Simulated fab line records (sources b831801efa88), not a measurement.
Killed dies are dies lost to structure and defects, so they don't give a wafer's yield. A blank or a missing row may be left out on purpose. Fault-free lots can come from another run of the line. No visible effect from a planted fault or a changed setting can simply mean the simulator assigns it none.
Matching of chambers	flow gf180mcu	GF_CONTACT_ETCH_16 on rieDiel-01: 4 sister chambers
The step etches BARC in N2/H2. 8 wafers are shown with their chamber, then 7 later ones without.

== WAFERS, EACH WITH ITS CHAMBER ==
wafer	chamber	drypumpMotorCurrentA (A)	throttleValvePct (%)
L832.1	2	5.4	13.208
L836.6	3	5.4	13.207
L837.3	1	5.4	13.225
L842.2	0	5.3	13.230
L842.5	3	5.3	13.216
L842.6	0	5.3	13.231
L845.3	2	5.4	13.233
L845.4	1	5.4	13.238

== WAFERS WITH NO CHAMBER GIVEN ==
wafer	drypumpMotorCurrentA (A)	throttleValvePct (%)
L845.6	5.4	13.218
L846.3	5.4	13.225
L846.4	5.3	13.198
L846.5	5.3	13.227
L847.2	5.3	13.219
L847.4	5.3	13.256
L847.5	5.4	13.219

== THE CHAMBER EACH PASSED THROUGH ==
wafer	from the rows above	in truth
L845.6	can't be placed: 2 or 1 or 3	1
L846.3	can't be placed: 2 or 1 or 3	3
L846.4	can't be placed: 3 or 0 or 2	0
L846.5	can't be placed: 0 or 3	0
L847.2	can't be placed: 0 or 3 or 2 or 1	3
L847.4	can't be placed: 0 or 1 or 2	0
L847.5	can't be placed: 2 or 1 or 3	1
Correct placement for 0 of the 7. Cannot be placed on the basis of these rows: 7; the candidates contain the true chamber in 7. Number placed wrongly: 0.
How it was worked out, from the rows above alone: a wafer's distance from a chamber is the root of the sum, over the readings, of the square of ((its reading less the chamber's mean) divided by the reading's scatter). The wafer belongs to the nearest chamber; if the next one is less than 2 further off, it can't be placed. A chamber's mean is the mean of its shown wafers. The scatter: the root of (the sum of the squares of (reading less its chamber's mean) over the shown wafers, divided by (wafers less chambers)).
